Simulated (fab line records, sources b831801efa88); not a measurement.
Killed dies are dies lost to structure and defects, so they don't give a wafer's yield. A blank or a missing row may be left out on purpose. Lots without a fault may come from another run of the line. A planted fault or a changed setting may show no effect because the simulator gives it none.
Which tool did it? | flow gf180mcu | 11 lots, 33 wafers sampled, at 6 steps of a route of 602

WHAT THE GAUGES READ, wafer by wafer
GF_NWELL_TW_MEAS_11.
lot  | measured    | on            | NWELL_TW
L835 | day 3 13:17 | film_metro-01 | 1555 1564 1558
L837 | day 3 23:22 | film_metro-01 | 1563 1555 1572
L838 | day 4 04:56 | film_metro-04 | 1584 1589 1593
L840 | day 4 16:23 | film_metro-01 | 1573 1573 1568
L842 | day 5 05:18 | film_metro-02 | 1569 1561 1567
L844 | day 5 15:29 | film_metro-01 | 1571 1567 1566
L845 | day 5 19:26 | film_metro-02 | 1566 1570 1572
L846 | day 6 01:41 | film_metro-04 | 1586 1580 1586
L854 | day 7 20:11 | film_metro-02 | 1674 1665 1672
L855 | day 8 01:26 | film_metro-01 | 1695 1704 1689
L857 | day 8 15:35 | film_metro-04 | 1599 1593 1587

GF_LVPWELL_OVL_MEAS_07.
lot  | measured    | on         | LVPWELL_OVL (nm)
L835 | day 4 02:00 | overlay-02 | -1.3 0.6 3.4
L837 | day 4 12:28 | overlay-02 | -0.6 1.3 1.2
L838 | day 4 18:33 | overlay-02 | -2.7 0.0 0.6
L840 | day 5 06:05 | overlay-01 | -0.4 0.1 0.7
L842 | day 5 19:50 | overlay-02 | 2.9 3.6 1.8
L844 | day 6 06:21 | overlay-02 | -1.1 -0.8 -2.8
L845 | day 6 10:19 | overlay-01 | 4.2 2.7 2.2
L846 | day 6 16:00 | overlay-01 | 0.4 0.5 -1.6
L854 | day 8 11:44 | overlay-01 | 2.7 2.4 0.2
L855 | day 8 17:06 | overlay-01 | -4.0 -2.9 -3.7
L857 | day 9 07:53 | overlay-02 | 0.1 -0.4 -0.4

GF_VT_IMPLANT_RS_MEAS_47: measures by four-point-probe.
lot  | measured     | on            | NWELL_RS (ohm/sq)
L835 | day 7 19:55  | film_metro-01 | 489.1 487.9 489.0
L837 | day 8 09:16  | film_metro-04 | 487.9 488.8 488.8
L838 | day 8 14:55  | film_metro-01 | 488.3 488.6 488.7
L840 | day 9 05:05  | film_metro-02 | 486.9 487.2 488.3
L842 | day 9 21:14  | film_metro-02 | 487.0 488.3 488.8
L844 | day 10 09:38 | film_metro-04 | 487.4 487.2 488.8
L845 | day 10 14:34 | film_metro-01 | 488.3 489.1 489.6
L846 | day 10 22:34 | film_metro-02 | 487.8 487.8 487.5
L854 | day 13 02:20 | film_metro-04 | 425.0 424.4 424.1
L855 | day 13 08:31 | film_metro-01 | 423.8 424.1 424.3
L857 | day 14 04:15 | film_metro-02 | 487.2 487.8 488.8

WHICH TOOL RAN EACH LOT (tool, then ch and the chambers of the sampled wafers, then the start)
lot  | GF_STI_ETCH_13                    | GF_NWELL_IMPLANT_08            | GF_NWELL_STRIP_10
L835 | rie_diel-04 ch 1,2,3, day 2 07:23 | implanter-03 ch 0, day 3 12:53 | plasma_asher-01 ch 0,1, day 3 13:11
L837 | rie_diel-04 ch 0,3, day 2 16:13   | implanter-01 ch 0, day 3 23:00 | plasma_asher-01 ch 0,1, day 3 23:16
L838 | rie_diel-03 ch 0,2,3, day 2 21:50 | implanter-03 ch 0, day 4 04:32 | plasma_asher-04 ch 0,1, day 4 04:50
L840 | rie_diel-04 ch 0,1, day 3 08:56   | implanter-03 ch 0, day 4 16:00 | plasma_asher-01 ch 0,1, day 4 16:17
L842 | rie_diel-02 ch 1,2,3, day 3 18:37 | implanter-03 ch 0, day 5 04:55 | plasma_asher-04 ch 0,1, day 5 05:11
L844 | rie_diel-04 ch 0,3, day 4 05:22   | implanter-01 ch 0, day 5 15:06 | plasma_asher-03 ch 1, day 5 15:23
L845 | rie_diel-02 ch 2,3, day 4 10:10   | implanter-01 ch 0, day 5 19:02 | plasma_asher-01 ch 0, day 5 19:20
L846 | rie_diel-02 ch 0,1,2, day 4 16:16 | implanter-03 ch 0, day 6 01:17 | plasma_asher-03 ch 0,1, day 6 01:35
L854 | rie_diel-04 ch 0,1,3, day 6 08:26 | implanter-03 ch 0, day 7 19:49 | plasma_asher-01 ch 0,1, day 7 20:05
L855 | rie_diel-04 ch 2,3, day 6 13:32   | implanter-03 ch 0, day 8 01:04 | plasma_asher-03 ch 0,1, day 8 01:20
L857 | rie_diel-04 ch 0,2,3, day 7 01:13 | implanter-01 ch 0, day 8 15:11 | plasma_asher-04 ch 0,1, day 8 15:29
- GF_STI_ETCH_13: etches the open film in CHF3/O2, stops on Si, target depth 282.31 nm, time 112.9 s.
- GF_NWELL_IMPLANT_08
- GF_NWELL_STRIP_10: strips in O2/N2.

WHAT THE TOOLS THEMSELVES READ (means of the sampled wafers that have a number; where no wafer has one, the mark that the record gives instead)
GF_STI_ETCH_13.
lot  | tool        | bias_w (W) | drypump_motor_current_A (A) | oes_product_au (a.u.) | throttle_valve_pct (%)
L835 | rie_diel-04 | 199.9      | 5.9                         | 0.830                 | 8.803
L837 | rie_diel-04 | 199.5      | 6.2                         | 0.838                 | 8.807
L838 | rie_diel-03 | 200.2      | 5.3                         | 0.831                 | 8.806
L840 | rie_diel-04 | 200.3      | 6.6                         | 0.838                 | 8.814
L842 | rie_diel-02 | 199.5      | 5.7                         | 0.836                 | 8.812
L844 | rie_diel-04 | 200.4      | 6.2                         | 0.841                 | 8.811
L845 | rie_diel-02 | 199.5      | 5.9                         | 0.840                 | 8.807
L846 | rie_diel-02 | 200.3      | 5.9                         | 0.834                 | 8.807
L854 | rie_diel-04 | 200.3      | 6.2                         | 0.830                 | 8.820
L855 | rie_diel-04 | 200.1      | 5.5                         | 0.840                 | 8.815
L857 | rie_diel-04 | 199.6      | 5.9                         | 0.844                 | 8.808

GF_NWELL_IMPLANT_08.
lot  | tool         | dose_ions_cm2 | faraday_current_uA
L835 | implanter-03 | 1.5017e+13    | 84.5
L837 | implanter-01 | 1.5002e+13    | 83.1
L838 | implanter-03 | 1.4985e+13    | 85.2
L840 | implanter-03 | 1.5000e+13    | 82.3
L842 | implanter-03 | 1.4992e+13    | 85.4
L844 | implanter-01 | 1.5004e+13    | 84.8
L845 | implanter-01 | 1.5016e+13    | 82.9
L846 | implanter-03 | 1.5023e+13    | 85.7
L854 | implanter-03 | 1.9527e+13    | 109.8
L855 | implanter-03 | 1.9515e+13    | 110.2
L857 | implanter-01 | 1.5000e+13    | 85.6

GF_NWELL_STRIP_10.
lot  | tool            | drypump_motor_current_A (A) | heater_power_w (W) | oes_product_au (a.u.) | platen_temp_c (C) | strip_time_to_endpoint_s (s)
L835 | plasma_asher-01 | 5.4                         | 350                | 0.726                 | 250.01            | 36.93
L837 | plasma_asher-01 | 5.1                         | 339                | 0.722                 | 249.93            | 37.01
L838 | plasma_asher-04 | 5.6                         | 353                | 0.721                 | 250.05            | 37.01
L840 | plasma_asher-01 | 5.4                         | 347                | 0.730                 | 249.95            | 36.72
L842 | plasma_asher-04 | 5.5                         | 329                | 0.724                 | 249.92            | 37.25
L844 | plasma_asher-03 | 6.1                         | 339                | 0.726                 | 249.96            | 36.96
L845 | plasma_asher-01 | 5.6                         | 356                | 0.725                 | 250.05            | 37.03
L846 | plasma_asher-03 | 5.8                         | 326                | 0.721                 | 249.97            | 37.01
L854 | plasma_asher-01 | 5.1                         | 335                | 0.724                 | 250.03            | 37.01
L855 | plasma_asher-03 | 5.6                         | 306                | 0.718                 | 249.98            | 37.03
L857 | plasma_asher-04 | 5.6                         | 356                | 0.724                 | 250.08            | 36.92

THE ANSWER, worked out from the rows above alone
Rule: what is usual is taken from the lots themselves. Put in order of their means at a reading, lots are off if they are a third of the lots or fewer, leave a main group of 4 or more, and stand apart from it by a gap of 3 or more times the standard deviation of the main group's means; of several such gaps the widest counts. A main group whose means are all the same, to the digits that the tables above print for the reading, isn't used. A lot without any number at a reading at which 4 lots or more have one is off too. The other lots that the step has rows for count as sound. The gauges are gone through in route order, then the tools' own readings, and for those a lot's mean is taken as printed above. The first step at which some lot is off is used, and at that step the reading that is off furthest; a lot without a number counts as furthest.
Off: L854, L855, at GF_NWELL_TW_MEAS_11 (NWELL_TW). The main group: mean 1574, standard deviation 11.
A tool fits if, at a process step before that reading, it ran every lot that is off, and no sound lot after the first of them. The gauges at GF_NWELL_TW_MEAS_11 aren't tried: what is off there is off at GF_NWELL_IMPLANT_08 too, on other tools, and a gauge's error can't cause that. One fits: implanter-03 at GF_NWELL_IMPLANT_08. Its last sound lot is L846 (day 6 01:17), its first lot that is off L854 (day 7 19:49): a fault that began between those two fits.
The tool's own readings at GF_NWELL_IMPLANT_08 bear it out: on the lots that are off they differ by more than 5 times the standard deviation of the sound lots' means. dose_ions_cm2 reads 1.9521e+13 there against 1.5004e+13 on the sound lots; faraday_current_uA reads 110.0 there against 84.4 on the sound lots.

WHAT THE SIMULATOR HAD PUT IN
Process parameter drift: implanter-03, from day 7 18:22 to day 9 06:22, at GF_NWELL_IMPLANT_08. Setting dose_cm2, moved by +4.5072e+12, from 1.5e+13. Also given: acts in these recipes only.
Lots struck among those shown: L854, L855. The rule above found the same.
